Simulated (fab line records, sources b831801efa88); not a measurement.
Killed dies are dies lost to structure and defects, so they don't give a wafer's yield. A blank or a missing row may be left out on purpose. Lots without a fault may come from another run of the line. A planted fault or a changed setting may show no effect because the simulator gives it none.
Which tool did it? | flow gf180mcu | 13 lots, 39 wafers sampled, at 4 steps of a route of 602

WHAT THE GAUGES READ, wafer by wafer
GF_VT_IMPLANT_RS_MEAS_46: measures by four-point-probe.
lot  | measured     | on            | MVSD_RS (ohm/sq)
L301 | day 8 08:03  | film_metro-01 | 458.7 458.5 457.9
L302 | day 8 09:51  | film_metro-03 | 456.6 455.9 455.4
L305 | day 8 22:56  | film_metro-03 | 456.3 456.7 457.1
L306 | day 9 11:02  | film_metro-01 | 474.2 472.3 473.7
L309 | day 9 22:20  | film_metro-01 | 472.3 472.2 471.9
L310 | day 10 02:00 | film_metro-02 | 473.5 473.4 471.9
L314 | day 11 03:49 | film_metro-02 | 458.7 457.7 458.9
L315 | day 11 08:54 | film_metro-01 | 454.8 455.9 457.0
L316 | day 11 16:44 | film_metro-02 | 455.8 456.2 455.9
L317 | day 11 23:31 | film_metro-01 | 457.5 457.7 457.9
L318 | day 12 03:53 | film_metro-02 | 457.7 455.9 457.0
L322 | day 13 07:07 | film_metro-03 | 455.8 456.2 455.8
L324 | day 13 17:26 | film_metro-01 | 456.3 457.2 456.3

GF_POLY_GATE_THK_MEAS_01.
lot  | measured     | on            | POLY_GATE_CVD_00_THK (nm)
L301 | day 9 07:49  | film_metro-04 | 199.6 199.3 200.5
L302 | day 9 09:13  | film_metro-04 | 196.0 195.7 197.3
L305 | day 9 23:07  | film_metro-04 | 197.8 196.8 198.8
L306 | day 10 10:08 | film_metro-04 | 200.2 201.2 200.3
L309 | day 10 21:20 | film_metro-04 | 203.8 202.3 202.7
L310 | day 11 02:15 | film_metro-03 | 201.7 203.6 202.3
L314 | day 12 03:37 | film_metro-02 | 198.8 199.6 197.0
L315 | day 12 08:47 | film_metro-04 | 200.1 200.3 201.1
L316 | day 12 18:04 | film_metro-04 | 203.0 200.9 203.6
L317 | day 13 04:01 | film_metro-02 | 198.8 200.5 200.9
L318 | day 13 10:34 | film_metro-03 | 200.6 202.5 201.7
L322 | day 14 10:55 | film_metro-02 | 199.3 198.7 199.8
L324 | day 14 22:25 | film_metro-02 | 201.7 200.2 199.2

GF_SAB_OVL_MEAS_10.
lot  | measured     | on         | SAB_OVL (nm)
L301 | day 15 21:28 | overlay-02 | -2.0 -1.5 -0.9
L302 | day 16 05:22 | overlay-01 | -1.8 0.5 -0.6
L305 | day 16 17:22 | overlay-02 | -0.8 -0.9 -0.9
L306 | day 17 09:31 | overlay-01 | -1.3 -0.4 -2.5
L309 | day 18 00:45 | overlay-01 | 1.9 -2.3 0.7
L310 | day 18 09:07 | overlay-01 | -0.1 -1.2 -0.7
L314 | day 19 20:13 | overlay-01 | -1.1 -1.2 0.0
L315 | day 19 23:04 | overlay-02 | -1.4 -2.3 -0.5
L316 | day 20 08:55 | overlay-02 | -2.5 -2.6 -2.6
L317 | day 20 19:43 | overlay-01 | -2.5 -2.1 -3.1
L318 | day 21 05:50 | overlay-01 | 0.7 -1.4 -0.9
L322 | day 22 09:25 | overlay-01 | -1.4 -2.0 0.9
L324 | day 22 22:59 | overlay-02 | 0.0 -0.4 -0.8

WHICH TOOL RAN EACH LOT (tool, then ch and the chambers of the sampled wafers, then the start)
lot  | GF_MVSD_IMPLANT_09
L301 | implanter-01 ch 0, day 5 03:47
L302 | implanter-01 ch 0, day 5 05:51
L305 | implanter-03 ch 0, day 5 16:02
L306 | implanter-01 ch 0, day 6 04:34
L309 | implanter-01 ch 0, day 6 14:11
L310 | implanter-01 ch 0, day 6 17:05
L314 | implanter-02 ch 0, day 7 14:34
L315 | implanter-03 ch 0, day 7 19:31
L316 | implanter-02 ch 0, day 8 00:50
L317 | implanter-02 ch 0, day 8 07:45
L318 | implanter-03 ch 0, day 8 11:17
L322 | implanter-02 ch 0, day 9 10:22
L324 | implanter-03 ch 0, day 9 20:00
- GF_MVSD_IMPLANT_09

WHAT THE TOOLS THEMSELVES READ (means of the sampled wafers that have a number; where no wafer has one, the mark that the record gives instead)
GF_MVSD_IMPLANT_09.
lot  | tool         | beam_energy_keV | dose_ions_cm2 | faraday_current_uA
L301 | implanter-01 | 99.99           | 5e+12         | 28.2
L302 | implanter-01 | 99.99           | 5e+12         | 28.3
L305 | implanter-03 | 100.02          | 5e+12         | 28.1
L306 | implanter-01 | 99.98           | 4e+12         | 22.7
L309 | implanter-01 | 100.03          | 4e+12         | 22.6
L310 | implanter-01 | 99.99           | 4e+12         | 22.4
L314 | implanter-02 | 99.99           | 5e+12         | 28.8
L315 | implanter-03 | 99.99           | 5e+12         | 28.2
L316 | implanter-02 | 99.98           | 5e+12         | 28.0
L317 | implanter-02 | 100.02          | 5e+12         | 27.3
L318 | implanter-03 | 100.00          | 5e+12         | 28.6
L322 | implanter-02 | 100.01          | 5e+12         | 28.3
L324 | implanter-03 | 100.00          | 5e+12         | 27.7

THE ANSWER, worked out from the rows above alone
Rule: what is usual is taken from the lots themselves. Put in order of their means at a reading, lots are off if they are a third of the lots or fewer, leave a main group of 4 or more, and stand apart from it by a gap of 3 or more times the standard deviation of the main group's means; of several such gaps the widest counts. A main group whose means are all the same, to the digits that the tables above print for the reading, isn't used. A lot without any number at a reading at which 4 lots or more have one is off too. The other lots that the step has rows for count as sound. The gauges are gone through in route order, then the tools' own readings, and for those a lot's mean is taken as printed above. The first step at which some lot is off is used, and at that step the reading that is off furthest; a lot without a number counts as furthest.
Off: L306, L309, L310, at GF_VT_IMPLANT_RS_MEAS_46 (MVSD_RS). The main group: mean 456.8 ohm/sq, standard deviation 0.94.
A tool fits if, at a process step before that reading, it ran every lot that is off, and no sound lot after the first of them. The gauges at GF_VT_IMPLANT_RS_MEAS_46 aren't tried: what is off there is off at GF_MVSD_IMPLANT_09 too, on other tools, and a gauge's error can't cause that. One fits: implanter-01 at GF_MVSD_IMPLANT_09. Its last sound lot is L302 (day 5 05:51), its first lot that is off L306 (day 6 04:34): a fault that began between those two fits.
The tool's own readings at GF_MVSD_IMPLANT_09 bear it out: on the lots that are off they differ by more than 5 times the standard deviation of the sound lots' means. dose_ions_cm2 reads 4e+12 there against 5e+12 on the sound lots; faraday_current_uA reads 22.6 there against 28.1 on the sound lots.

WHAT THE SIMULATOR HAD PUT IN
Process parameter drift: implanter-01, from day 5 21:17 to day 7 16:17, at GF_MVSD_IMPLANT_09. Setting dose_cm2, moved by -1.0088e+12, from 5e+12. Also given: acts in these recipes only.
Lots struck among those shown: L306, L309, L310. The rule above found the same.
